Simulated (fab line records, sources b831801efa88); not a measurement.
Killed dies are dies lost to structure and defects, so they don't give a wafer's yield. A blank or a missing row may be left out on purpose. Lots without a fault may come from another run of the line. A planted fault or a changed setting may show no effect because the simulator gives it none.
A struck lot beside a sound one | flow sky130 | 20 steps out of a route of 708
Sound: wafers L406.3, L406.5, L406.6. Struck: wafers L397.1, L397.2, L397.6. The cause comes at the end.
At each step with rows: each side's tool, then ch and its chambers, then its first start. Under that, the readings that differ: sound wafers | struck wafers | difference of the means | sigmas: that difference in standard deviations of wafers without a fault.
alike: readings whose means differ by less than 2 such deviations, and words and numbers that are the same on both sides. not compared: withheld readings, readings that some wafer has no value for, bounds like >300 that may hide the same value, and numbers for which the record gives no deviation and whose values overlap.
The two part at a step that has a row with sigmas, a row that says differs or no value, or rows on one side only. Numbers that don't overlap but have no deviation are shown without sigmas and don't part them. A reading that every wafer of one side lacks parts them only if that side has two wafers or more.

first, 4 steps without rows for these wafers: SKY_NWELL_SOFTBAKE_06; SKY_NWELL_EXPOSE_07 (exposes mask NWM, target cd 840 nm); SKY_NWELL_PEB_08; SKY_NWELL_DEVELOP_09 (develop time 60 s).
SKY_NWELL_OVL_MEAS_10:
  sound on overlay-01, day 8 05:03; struck on overlay-02, day 6 01:26
  alike: NWELL_00_OVL
then, 3 steps without rows for these wafers: SKY_NWELL_IMPLANT_11; SKY_NWELL_IMPLANT_12; SKY_NWELL_IMPLANT_13.
SKY_NWELL_STRIP_14: strips in O2/N2.
  sound on plasma_asher-04 ch 0,1, day 8 05:33; struck on plasma_asher-03 ch 0,1, day 6 01:55
  alike: drypump_motor_current_A, oes_product_au, strip_time_to_endpoint_s
  not compared: rf_hours_counter_h
SKY_NWELL_TW_MEAS_15:
  sound on film_metro-03, day 8 05:38; struck on film_metro-02, day 6 02:01
  alike: NWELL_TW
then, 2 steps without rows for these wafers: SKY_NWELL_DEHYDRATE_16 (time 60 s); SKY_NWELL_HMDS_17 (prime time 60 s).
SKY_NWELL_COAT_18: resist thk 3000 nm.
  sound on litho_track-03 ch 0, day 8 15:01; struck on litho_track-04, day 6 11:23
  no value came back on the struck wafers for chill_plate_temp_C (C), dispense_pressure_kPa (kPa), exhaust_pa (Pa), spin_speed_rpm (rpm); on the sound wafers chill_plate_temp_C (C) reads 23.00 22.86 23.00
then, 3 steps without rows for these wafers: SKY_NWELL_SOFTBAKE_19; SKY_NWELL_EXPOSE_20 (exposes mask NWM COMPLEMENT, target cd 840 nm); SKY_NWELL_PEB_21.
SKY_NWELL_DEVELOP_22: develop time 57.6 s.
  sound on litho_track-02 ch 0; struck on litho_track-03 ch 0
  reading                | sound             | struck            | difference | sigmas
  model.NWELL.cd_nm (nm) | 821.3 823.2 821.5 | 838.5 839.1 838.7 | +16.8      |
  alike: chill_plate_temp_C, exhaust_pa
SKY_NWELL_OVL_MEAS_23:
  sound on overlay-01, day 9 01:48; struck on overlay-02, day 6 21:13
  reading           | sound          | struck | difference                    | sigmas
  NWELL_01_OVL (nm) | -1.4 -0.7 -0.6 | - - -  | no value on the struck wafers |
then, 1 step without rows for these wafers: SKY_NWELL_IMPLANT_24.
-- the record jumps here: 41 days lie between the struck wafers' starts before and after (it left off in module NWELL and takes up again in module PAD_OPEN, whose first step shown is number 708 of the route) --
SKY_PAD_OPEN_PROBE_99:
  the record has rows for the struck wafers here (prober-01, day 47 13:24) and none for the sound ones

WHERE THEY PART
First at SKY_NWELL_COAT_18; last, within this record, at SKY_PAD_OPEN_PROBE_99.

WHY: what the simulator had put in
Skipped step whole: litho_track-04, from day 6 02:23 on, at SKY_NWELL_COAT_18. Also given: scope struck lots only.
